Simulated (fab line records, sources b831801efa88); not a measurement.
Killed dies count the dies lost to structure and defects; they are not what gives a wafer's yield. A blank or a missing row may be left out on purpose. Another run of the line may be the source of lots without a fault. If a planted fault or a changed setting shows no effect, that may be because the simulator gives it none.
Matching of chambers / flow gf180mcu / cmp-02 running GF_V1_CMP_26: 4 sister chambers
The step polishes, stops on SiO2, t overpolish 15 s, target thk 0 nm. 8 wafers are shown with their chamber, then 8 later ones without.

WAFERS WITH THEIR CHAMBER
wafer=L750.1; chamber=1; motor_current_A (A)=9.9; overpolish_run_s (s)=14.994
wafer=L750.3; chamber=3; motor_current_A (A)=11.6; overpolish_run_s (s)=15.001
wafer=L751.4; chamber=3; motor_current_A (A)=12.3; overpolish_run_s (s)=15.002
wafer=L751.6; chamber=0; motor_current_A (A)=11.1; overpolish_run_s (s)=15.004
wafer=L754.3; chamber=0; motor_current_A (A)=10.6; overpolish_run_s (s)=15.002
wafer=L754.4; chamber=2; motor_current_A (A)=12.1; overpolish_run_s (s)=14.991
wafer=L754.5; chamber=2; motor_current_A (A)=12.1; overpolish_run_s (s)=14.998
wafer=L757.1; chamber=1; motor_current_A (A)=10.0; overpolish_run_s (s)=15.007

WAFERS MISSING THEIR CHAMBER
wafer=L757.5; motor_current_A (A)=11.4; overpolish_run_s (s)=15.009
wafer=L757.6; motor_current_A (A)=11.1; overpolish_run_s (s)=15.012
wafer=L762.2; motor_current_A (A)=11.8; overpolish_run_s (s)=14.994
wafer=L762.4; motor_current_A (A)=11.8; overpolish_run_s (s)=15.000
wafer=L762.6; motor_current_A (A)=10.1; overpolish_run_s (s)=14.997
wafer=L767.1; motor_current_A (A)=11.6; overpolish_run_s (s)=15.003
wafer=L767.2; motor_current_A (A)=11.2; overpolish_run_s (s)=15.005
wafer=L767.3; motor_current_A (A)=10.3; overpolish_run_s (s)=15.005

THE CHAMBER EACH PASSED THROUGH
wafer=L757.5; from the rows above=can't be placed: 0 or 3 or 2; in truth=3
wafer=L757.6; from the rows above=can't be placed: 0 or 3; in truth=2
wafer=L762.2; from the rows above=can't be placed: 2 or 3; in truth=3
wafer=L762.4; from the rows above=can't be placed: 3 or 2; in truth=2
wafer=L762.6; from the rows above=can't be placed: 1 or 0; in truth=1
wafer=L767.1; from the rows above=can't be placed: 3 or 2 or 0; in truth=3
wafer=L767.2; from the rows above=can't be placed: 0 or 3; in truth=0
wafer=L767.3; from the rows above=can't be placed: 1 or 0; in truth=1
0 of 8 placed correctly. From these rows, 8 cannot be placed; in 7 the true chamber is one of the candidates. Number placed wrongly: 0.
How it was worked out, from the rows above alone: a wafer's distance from a chamber is the root of the sum, over the readings, of the square of ((its reading less the chamber's mean) divided by the reading's scatter). If the next closest chamber is less than 2 further off than the closest, the wafer can't be placed; otherwise it belongs to the closest. The mean given for a chamber averages the wafers shown for that chamber. The scatter is the square root of a quotient: the sum, over the shown wafers, of each reading's squared deviation from its chamber's mean, divided by wafers minus chambers.
